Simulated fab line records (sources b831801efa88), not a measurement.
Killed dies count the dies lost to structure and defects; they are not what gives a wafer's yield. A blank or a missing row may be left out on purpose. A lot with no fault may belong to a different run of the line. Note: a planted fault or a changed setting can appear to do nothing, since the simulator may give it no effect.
A single fault, viewed from 2 desks	flow gf180mcu	each desk holds nothing but its own numbers, with what lay behind them at the end

== METROLOGY DESK ==
What the gauges read, lot by lot, whatever tool the lot ran on: means of the sampled wafers that have a number. Any lot whose mean is over 4 standard deviations away from the usual mean is out of limits and marked OUT; that distance is given in the brackets.
Columns: A = NSD_RS at GF_PSD_RS_MEAS_14, usual 46.11 ohm/sq; B = PSD_RS at GF_PSD_RS_MEAS_15, usual 108.49 ohm/sq; C = M4_ALCU_THK at GF_M4_THK_MEAS_06, usual 446 nm
lot	first seen here	A	B	C
L802	day 15 01:17	46.18	108.67	449
L803	day 15 11:58	46.16	108.75	446
L804	day 15 17:22	45.97	108.31	453
L810	day 17 19:49	43.78 (-26) OUT	101.25 (-26) OUT	452
L812	day 18 13:39	43.64 (-27) OUT	100.95 (-27) OUT	437
L815	day 19 19:14	46.06	108.46	440
L816	day 19 23:29	46.01	108.44	441
L818	day 20 14:46	46.00	108.31	435
L819	day 20 22:10	46.08	108.09	447
L821	day 21 09:35	46.09	108.22	443
L822	day 21 17:47	46.00	108.32	446
L823	day 22 05:34	46.03	108.47	449
This desk reports L810, L812 out of limits; the earliest was L810 at day 17 19:49 (NSD_RS at GF_PSD_RS_MEAS_14). In limits: L802, L803, L804, L815, L816, L818, L819, L821, L822, L823.

== TOOL OWNER'S DESK, rtp anneal-01 ==
At GF_PSD_RTA_13 (time 20 s), the tool's own readings, given per lot that ran on this tool as the mean of the sampled wafers with a number. Any lot whose mean is over 4 standard deviations away from the usual mean is out of limits and marked OUT; that distance is given in the brackets.
Columns: A = lamp power pct at GF_PSD_RTA_13, usual 37 %; B = wafer_temp_C_max at GF_PSD_RTA_13, usual 1030.9
lot	first seen here	A	B
L802	day 15 01:12	42	1030.7
L804	day 15 17:17	42	1031.4
L810	day 17 19:44	44	1030.7
L812	day 18 13:34	44	1031.6
L818	day 20 14:40	42	1031.8
L819	day 20 22:05	42	1031.0
L821	day 21 09:29	42	1031.4
L823	day 22 05:29	42	1031.4
This desk's verdict: no lot among the 8 shows anything out of limits.

== BROUGHT TOGETHER ==
The metrology desk could have raised an alarm at day 17 19:49, on L810, L812.
Nothing out of limits was seen by the tool owner's desk.
Tool owner's desk: L810, L812 on record, inside its limits.
All the named lots went through GF_PSD_RTA_13 on rtp anneal-01.

== WHAT THE SIMULATOR HAD PUT IN ==
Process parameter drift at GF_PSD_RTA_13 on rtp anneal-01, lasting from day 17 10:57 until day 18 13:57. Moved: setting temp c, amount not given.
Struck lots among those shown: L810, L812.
Hours from the fault's start to each desk's first reading out of limits: the metrology desk, 9.
